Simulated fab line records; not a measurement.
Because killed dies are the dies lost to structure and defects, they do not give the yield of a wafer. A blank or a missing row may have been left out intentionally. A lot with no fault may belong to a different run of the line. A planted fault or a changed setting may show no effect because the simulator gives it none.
Comparing a struck lot with a sound one :: flow sfq line :: 42 steps out of a route of 325
Sound: these wafers, L941.3, L941.4, L941.5. Struck: wafer L958.5 (left out: L958.2, L958.6 of the same lot, which were not struck); the cause appears at the end.
At each step with rows: each side's tool, then ch and its chambers, then its first start. Under that, the readings that differ: sound wafers :: struck wafers :: difference of the means :: sigmas: that difference in standard deviations of wafers without a fault.
alike: words and numbers the same on both sides, and readings whose means are apart by under 2 such deviations; not compared: readings that were withheld, readings missing a value for some wafer, numbers with overlapping values and no deviation given by the record, and bounds like >300 which may hide the same value.
A row with sigmas, a row that says differs or no value, or rows on one side alone: a step with any of these is where the two part. When numbers do not overlap yet have no deviation, they are printed without sigmas and do not part them. Lack of a reading on every wafer of one side parts them only where that side has two or more wafers.

first, 6 steps without rows for these wafers: SFQ_TRILAYER_L0_VIA_LITHO_COAT_018 (resist thk 62 nm); SFQ_TRILAYER_L0_VIA_LITHO_COAT_013 (resist thk 650 nm); SFQ_TRILAYER_L0_VIA_LITHO_SOFTBAKE_017; SFQ_TRILAYER_L0_VIA_LITHO_EXPOSE_014 (exposes mask L0V, target cd 700 nm); SFQ_TRILAYER_L0_VIA_LITHO_PEB_016 (peb time 60 s); SFQ_TRILAYER_L0_VIA_LITHO_DEVELOP_015 (time 60 s).
SFQ_L0V_OVL_MEAS_903:
  sound on overlay-02 at day 5 15:40; struck on overlay-01 at day 9 18:29
  alike: L0V_OVL
SFQ_TRILAYER_L0_VIA_BARC_OPEN_VIA_ETCH_021: etches BARC in O2, target depth 125 nm, time 41.7 s.
  sound on rie diel-04 ch 0,2,3, day 5 15:42; struck on rie diel-02 ch 3, day 9 18:31
  alike: drypump motor current A, oes product au
  not compared: rf hours counter h
then, 1 step without rows for these wafers: SFQ_TRILAYER_L0_VIA_ETCH_VIA_ETCH_016 (etches SiO2 in CHF3, stops on MoNx KI, target depth 80 nm).
SFQ_TRILAYER_L0_VIA_STRIP_STRIP_017: strips in O2.
  sound on rie metal-02 ch 0,1, day 5 15:59; struck on rie metal-01 ch 1, day 9 18:36
reading: drypump motor current A (A)
sound: 5.5 5.8 5.6
struck: 6.4
difference: +0.8
sigmas: +2
  alike: oes product au
  not compared: rf hours counter h
then, 2 steps without rows for these wafers: SFQ_TRILAYER_L0_VIA_STRIP_SOLV_CLEAN_018 (cleans in NMP, time 600 s); SFQ_TRILAYER_M0_DEP_PRE_CLEAN_020 (time 15 s).
SFQ_TRILAYER_M0_DEP_SPUTTER_019: material Nb, target thk 200 nm, time 133.3 s.
  sound on pvd sputter-05 at day 5 16:35; struck on pvd sputter-05 at day 9 19:24
reading: model.Nb_of_TRILAYER_M0_DEP_SPUTTER_019.thk nm (nm)
sound: 197.4 197 197.6
struck: 287.8
difference: +90.5
sigmas: 
  alike: throttle valve pct
SFQ_M0_RS_MEAS_904: measures by four-point-probe.
  sound on film metro-03 at day 5 16:43; struck on film metro-02 at day 9 19:31
reading: M0_NB_RS (ohm/sq)
sound: 0.901 0.903 0.900
struck: 0.617
difference: -0.284
sigmas: -24
then, 6 steps without rows for these wafers: SFQ_TRILAYER_M0_LITHO_COAT_026 (resist thk 62 nm); SFQ_TRILAYER_M0_LITHO_COAT_021 (resist thk 600 nm); SFQ_TRILAYER_M0_LITHO_SOFTBAKE_025; SFQ_TRILAYER_M0_LITHO_EXPOSE_022 (exposes mask M0, target cd 500 nm); SFQ_TRILAYER_M0_LITHO_PEB_024 (peb time 60 s); SFQ_TRILAYER_M0_LITHO_DEVELOP_023 (time 60 s).
-- the record jumps here: 3 days lie between the struck wafers' starts before and after --
SFQ_M0_OVL_MEAS_906:
  sound on overlay-01 at day 8 08:59; struck on overlay-02 at day 12 23:50
  alike: M0_OVL
then, 1 step without rows for these wafers: SFQ_TRILAYER_M0_BARC_OPEN_METAL_ETCH_031 (etches BARC in O2, target depth 125 nm, time 41.7 s).
SFQ_TRILAYER_M0_ETCH_METAL_ETCH_024: etches Nb in Cl2/Ar, stops on SiO2, target depth 240 nm, time 120 s.
  sound on rie metal-02 ch 0,1, day 8 09:07; struck on rie metal-04 ch 1, day 12 23:55
reading: oes product au (a.u.)
sound: 0.890 0.884 0.891
struck: 0.989
difference: +0.101
sigmas: +12
  alike: drypump motor current A
  not compared: rf hours counter h
then, 2 steps without rows for these wafers: SFQ_TRILAYER_M0_STRIP_STRIP_025 (strips in O2); SFQ_TRILAYER_M0_STRIP_SOLV_CLEAN_026 (cleans in NMP, time 600 s).
SFQ_TRILAYER_I0_DEP_PECVD_027: deposits SiO2 from SiH4/N2O, time 111.11 s, target thk 500 nm.
  sound on pecvd-04 ch 0,1,2, day 8 09:59; struck on pecvd-02 ch 2, day 13 00:49
  alike: heater power w, susceptor temp C, throttle valve pct
then, 1 step without rows for these wafers: SFQ_TRILAYER_I0_CMP_CMP_028 (polishes SiO2).
SFQ_I0_BOW_MEAS_907:
  sound on film metro-03 at day 8 16:29; struck on film metro-04 at day 13 06:34
  alike: I0_BOW
SFQ_TRILAYER_I0_METRO_MEASURE_029:
  sound on film metro-03 at day 8 16:58; struck on film metro-04 at day 13 06:52
  alike: thk nm
then, 6 steps without rows for these wafers: SFQ_TRILAYER_I0_VIA_LITHO_COAT_036 (resist thk 62 nm); SFQ_TRILAYER_I0_VIA_LITHO_COAT_031 (resist thk 650 nm); SFQ_TRILAYER_I0_VIA_LITHO_SOFTBAKE_035; SFQ_TRILAYER_I0_VIA_LITHO_EXPOSE_032 (exposes mask I0, target cd 500 nm); SFQ_TRILAYER_I0_VIA_LITHO_PEB_034 (peb time 60 s); SFQ_TRILAYER_I0_VIA_LITHO_DEVELOP_033 (time 60 s).
-- the record jumps here: 3 days lie between the struck wafers' starts before and after --
SFQ_I0_OVL_MEAS_908:
  sound on overlay-02 at day 10 11:55; struck on overlay-01 at day 15 21:23
  alike: I0_OVL
SFQ_TRILAYER_I0_VIA_BARC_OPEN_VIA_ETCH_046: etches BARC in O2, target depth 125 nm, time 41.7 s.
  sound on rie diel-04 ch 0,3, day 10 11:56; struck on rie diel-01 ch 1, day 15 21:25
reading: oes product au (a.u.)
sound: 0.679 0.681 0.687
struck: 0.695
difference: +0.013
sigmas: +3
  alike: drypump motor current A
  not compared: rf hours counter h
then, 4 steps without rows for these wafers: SFQ_TRILAYER_I0_VIA_ETCH_VIA_ETCH_034 (etches SiO2 in CHF3, stops on Nb, target depth 260 nm); SFQ_TRILAYER_I0_VIA_STRIP_STRIP_035 (strips in O2); SFQ_TRILAYER_I0_VIA_STRIP_SOLV_CLEAN_036 (cleans in NMP, time 600 s); SFQ_TRILAYER_M1_DEP_PRE_CLEAN_038 (time 22.5 s).
-- the record jumps here: 62 days lie between the struck wafers' starts before and after --
SFQ_M8_BOW_MEAS_951:
  sound on film metro-03 at day 68 03:21; struck on film metro-03 at day 78 03:41
reading: model.etest.m0.comb log10 ohm
sound: 12 12 12
struck: 0
difference: -12
sigmas: 

reading: model.etest.m0.ohm sq
sound: 0.9013 0.9032 0.9006
struck: 0.6183
difference: -0.2834
sigmas: 
  alike: M8_BOW

## WHERE THEY PART
Last at SFQ_TRILAYER_I0_VIA_BARC_OPEN_VIA_ETCH_046 as far as this record goes, first at SFQ_TRILAYER_L0_VIA_STRIP_STRIP_017. Later steps at which nothing parts them and some readings are alike: SFQ_M8_BOW_MEAS_951.

WHY: the cause the simulator had injected
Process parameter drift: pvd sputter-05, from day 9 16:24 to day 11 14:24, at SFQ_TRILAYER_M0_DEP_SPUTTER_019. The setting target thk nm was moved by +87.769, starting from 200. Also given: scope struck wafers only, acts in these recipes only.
